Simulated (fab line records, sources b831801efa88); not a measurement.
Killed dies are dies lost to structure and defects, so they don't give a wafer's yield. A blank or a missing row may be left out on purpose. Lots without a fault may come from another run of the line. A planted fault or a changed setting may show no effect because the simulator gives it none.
fab line records | flow sfq_line
record lots=14 wafers=40 last_day=92
route steps=325 shown M0@32 I0@53 M5@204 C5@246
lots that met no fault: from a run of the same line without faults
start_h: hours from the record's first day to the start of the lot's first wafer shown | wait_h: hours since the lot's step before | " the same as in the row above | L1.1+2: a row that stands for several wafers | - no value, or no start given | * or withheld: withheld | < > ~ a bound
route shown NAME@n: a module of which the file shows steps, and the number in the route of the first | usual: mean/standard deviation of fault-free wafers | same: alike in all rows | chamber/n: place in a boat | sites: the reading at each site | _std_site: their standard deviation | _edge_site: outer sites' mean less inner sites' | radius_mm: how far each site lies from the wafer's centre | mask NAME#n: copy n | behind: the tool/chamber that last shaped the wafer | hold: why the lot was held/for how many hours/how that ended | device: the transistor (n, p or np) that didn't switch | end of line: the same wafers' tests at the end of the route | a step without rows: its recipe alone | killed: dies lost to structure and defects at the first sort, not the wafer's yield | map: a wafer's dies, x killed, . not, _ none there
set.NAME: the setting as run; set.NAME@STEP: as run at that earlier step | model.NAME: the simulator's own value behind a step, which no gauge read
steps of the route over a sample of lots; a table a step, a row a wafer
services: from which hour (start_h, from the record's first day; less than 0 if before it) a tool's chamber was out of use, for how many hours, and why
## steps
# step SFQ_TRILAYER_M0_LITHO_COAT_026
# recipe resist=BARC spin_rpm=3000 resist_thk_nm=62
# columns lot.wafer tool chamber start_h wait_h
L604.2+5+6 litho_track-03 0 94.97 0.1
L606.1+4+5 litho_track-04 0 101.21 0.1
L607.3+4+6 litho_track-01 0 106.28 0.1
L608.4+5+6 litho_track-03 0 107.37 0.2
L609.4+5+6 litho_track-04 0 111.06 0.2
L610.1+2+4 litho_track-04 0 114.51 0.1
L612.2+5+6 litho_track-03 0 121.20 0.1
L613.2+3+6 litho_track-01 0 127.20 0.1
L614.1+4+6 litho_track-04 0 130.71 0.1
L616.3+6 litho_track-04 0 144.61 0.1
L617.3+4 litho_track-04 0 150.62 0.1
L623.2+5+6 litho_track-01 0 178.14 0.1
L624.1+3+5 litho_track-03 0 181.68 0.1
L627.2+3+5 litho_track-01 0 212.31 0.4
# step SFQ_TRILAYER_M0_BARC_OPEN_METAL_ETCH_031
# recipe mask_material=PR chemistry=O2 target_depth_nm=125 target=BARC icp_w=600 bias_w=80 pressure_mtorr=10 time_s=41.7
# usual drypump_motor_current_A=5.90/0.28 oes_product_au=0.686/0.0044
# columns lot.wafer tool chamber start_h wait_h drypump_motor_current_A oes_product_au rf_hours_counter_h
L604.2 rie_metal-02 0 130.15 0.0 5.48 0.684 102
L604.5 " 0 " " 5.48 0.691 -
L604.6 " 1 " " 6.28 0.686 -
L606.1 rie_metal-04 0 134.95 0.0 5.78 0.685 165
L606.4 " 1 " " 6.16 0.686 -
L606.5 " 0 " " 5.80 0.700 -
L607.3 rie_metal-04 1 139.77 0.0 6.21 0.697 -
L607.4 " 0 " " 5.77 0.688 -
L607.6 " 1 " " 6.22 0.686 -
L608.4 rie_metal-02 1 140.97 0.0 6.28 0.682 -
L608.5 " 0 " " 5.48 0.683 -
L608.6 " 1 " " 6.28 0.687 -
L609.4 rie_metal-03 1 144.57 0.0 5.74 0.698 -
L609.5 " 0 " " 5.91 0.681 -
L609.6 " 1 " " 5.75 0.688 -
L610.1 rie_metal-03 0 148.15 0.0 5.92 0.684 1
L610.2 " 1 " " 5.75 0.688 146
L610.4 " 1 " " 5.76 0.687 -
L612.2 rie_metal-02 1 156.55 0.0 6.32 0.690 185
L612.5 " 0 " " 5.48 0.684 -
L612.6 " 1 " " 6.30 0.689 -
L613.2 rie_metal-04 1 163.55 0.0 6.16 0.687 137
L613.3 " 0 " " 5.76 0.689 -
L613.6 " 1 " " 6.20 0.690 -
L614.1 rie_metal-04 1 167.15 0.0 6.16 0.686 137
L614.4 " 0 " " 5.78 0.688 -
L614.6 " 1 " " 6.18 0.678 -
L616.3 rie_metal-03 0 179.34 0.0 5.92 0.694 -
L616.6 " 0 " " 5.90 0.597 -
L617.3 rie_metal-03 1 184.14 0.0 5.75 0.686 -
L617.4 " 0 " " 5.93 0.596 -
L623.2 rie_metal-04 1 225.26 0.0 6.19 0.689 -
L623.5 " 1 " " 6.20 0.684 -
L623.6 " 1 " " 6.12 0.682 -
L624.1 rie_metal-02 0 226.44 0.0 5.48 0.688 120
L624.3 " 0 " " 5.50 0.684 -
L624.5 " 0 " " 5.47 0.680 -
L627.2 rie_metal-04 0 251.19 0.0 5.75 0.679 1
L627.3 " 0 " " 5.76 0.677 -
L627.5 " 1 " " 6.12 0.684 -
# step SFQ_I0_OVL_MEAS_908
# usual I0_OVL=-2/4.8
# columns lot.wafer tool chamber start_h wait_h I0_OVL[nm]
L604.2 overlay-01 - 215.64 0.1 -1
L604.5 " - " " 4
L604.6 " - " " -2
L606.1 overlay-02 - 220.43 0.1 -6
L606.4 " - " " 3
L606.5 " - " " -2
L607.3 overlay-01 - 224.04 0.1 -5
L607.4 " - " " 1
L607.6 " - " " 5
L608.4 overlay-01 - 227.65 0.1 -3
L608.5 " - " " 2
L608.6 " - " " 0
L609.4 overlay-01 - 234.10 0.1 -6
L609.5 " - " " -4
L609.6 " - " " -10
L610.1 overlay-02 - 241.29 0.1 -2
L610.2 " - " " 3
L610.4 " - " " 4
L612.2 overlay-01 - 249.69 0.1 6
L612.5 " - " " 6
L612.6 " - " " -1
L613.2 overlay-01 - 260.49 0.1 -2
L613.3 " - " " -5
L613.6 " - " " -8
L614.1 overlay-02 - 264.09 0.1 -3
L614.4 " - " " 0
L614.6 " - " " -4
L616.3 overlay-02 - 274.45 0.1 4
L616.6 " - " " 5
L617.3 overlay-01 - 280.45 0.1 -6
L617.4 " - " " -6
L623.2 overlay-02 - 326.04 0.1 -2
L623.5 " - " " 1
L623.6 " - " " -8
L624.1 overlay-02 - 328.44 0.1 0
L624.3 " - " " 2
L624.5 " - " " 7
L627.2 overlay-01 - 354.74 0.1 -4
L627.3 " - " " -9
L627.5 " - " " -3
# step SFQ_M5_OVL_MEAS_932
# usual M5_OVL=0/5.3
# columns lot.wafer tool chamber start_h wait_h M5_OVL[nm]
L604.2 overlay-02 - 1428.86 0.1 -5
L604.5 " - " " -7
L604.6 " - " " -5
L606.1 overlay-02 - 1432.45 0.1 -8
L606.4 " - " " -9
L606.5 " - " " -5
L607.3 overlay-01 - 1436.06 0.1 5
L607.4 " - " " 7
L607.6 " - " " 6
L608.4 overlay-02 - 1438.47 0.1 -2
L608.5 " - " " 8
L608.6 " - " " 1
L609.4 overlay-02 - 1442.07 0.1 6
L609.5 " - " " 2
L609.6 " - " " 2
L610.1 overlay-01 - 1444.45 0.1 -4
L610.2 " - " " 1
L610.4 " - " " 0
L612.2 overlay-02 - 1451.13 0.1 8
L612.5 " - " " 4
L612.6 " - " " 6
L613.2 overlay-01 - 1454.73 0.1 -6
L613.3 " - " " -6
L613.6 " - " " -1
L614.1 overlay-02 - 1458.33 0.1 -2
L614.4 " - " " -2
L614.6 " - " " 3
L616.3 overlay-02 - 1461.94 0.1 -13
L616.6 " - " " -5
L617.3 overlay-02 - 1464.34 0.1 3
L617.4 " - " " 4
L623.2 overlay-01 - 1548.12 0.1 -6
L623.5 " - " " 0
L623.6 " - " " -11
L624.1 overlay-02 - 1591.32 0.1 -6
L624.3 " - " " -6
L624.5 " - " " 4
L627.2 overlay-01 - 1617.97 0.1 11
L627.3 " - " " 6
L627.5 " - " " 2
# step SFQ_C5_OVL_MEAS_937
# usual C5_OVL=-3/4.8
# columns lot.wafer tool chamber start_h wait_h C5_OVL[nm]
L604.2 overlay-02 - 1675.57 0.1 -2
L604.5 " - " " 4
L604.6 " - " " 0
L606.1 overlay-01 - 1682.51 0.1 -4
L606.4 " - " " -4
L606.5 " - " " -5
L607.3 overlay-02 - 1686.12 0.1 5
L607.4 " - " " 2
L607.6 " - " " 6
L608.4 overlay-01 - 1687.32 0.1 -2
L608.5 " - " " -2
L608.6 " - " " -4
L609.4 overlay-02 - 1693.32 0.1 0
L609.5 " - " " 0
L609.6 " - " " -1
L610.1 overlay-02 - 1695.71 0.1 -7
L610.2 " - " " -6
L610.4 " - " " -3
L612.2 overlay-01 - 1701.71 0.1 -4
L612.5 " - " " -10
L612.6 " - " " -4
L613.2 overlay-02 - 1704.24 0.1 11
L613.3 " - " " 5
L613.6 " - " " 10
L614.1 overlay-02 - 1705.43 0.1 3
L614.4 " - " " 0
L614.6 " - " " -5
L616.3 overlay-02 - 1709.04 0.1 -6
L616.6 " - " " -10
L617.3 overlay-02 - 1711.44 0.1 -11
L617.4 " - " " -8
L623.2 overlay-01 - 1785.81 0.1 -4
L623.5 " - " " -2
L623.6 " - " " -8
L624.1 overlay-01 - 1827.19 0.1 -1
L624.3 " - " " -1
L624.5 " - " " 0
L627.2 overlay-02 - 1847.25 0.1 5
L627.3 " - " " -2
L627.5 " - " " -3
## services
# columns tool chamber start_h hours kind
rie_metal-02 - 74.25 1.4 pm
rie_metal-04 - 82.32 2.8 pm
rie_metal-03 - 107.02 0.4 repair
rie_metal-03 0 119.71 - clean
rie_metal-03 0 119.71 18.8 scheduled_down
rie_metal-03 0 119.71 18.8 vent_cycle
rie_metal-04 0 128.13 6.3 repair
rie_metal-04 - 139.01 0.4 repair
rie_metal-02 - 176.28 0.6 repair
rie_metal-04 0 208.05 - clean
rie_metal-04 0 208.05 35.7 scheduled_down
rie_metal-04 0 208.05 35.7 vent_cycle
rie_metal-02 1 238.73 - clean
rie_metal-02 1 238.73 27.1 scheduled_down
rie_metal-02 1 238.73 27.1 vent_cycle
## key
first_sign step=SFQ_TRILAYER_M0_BARC_OPEN_METAL_ETCH_031 reading=oes_product_au direction=down sigmas=20 usual=0.686 struck=0.597
effect none on later readings
met_at SFQ_TRILAYER_M0_LITHO_COAT_026
struck_lots L616,L617
struck_wafers L616.6,L617.4
not_acting_at SFQ_I0_OVL_MEAS_908,SFQ_M5_OVL_MEAS_932,SFQ_C5_OVL_MEAS_937
onset_between 130.71 144.61
fault kind=process_parameter_drift tool=litho_track-04 chamber=- onset_h=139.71 steps=SFQ_TRILAYER_M0_LITHO_COAT_026 channel=resist_thk_nm offset=-18.164 shape=step end_h=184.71 scope=struck_wafers_only acts_in=these_recipes_only stated=62
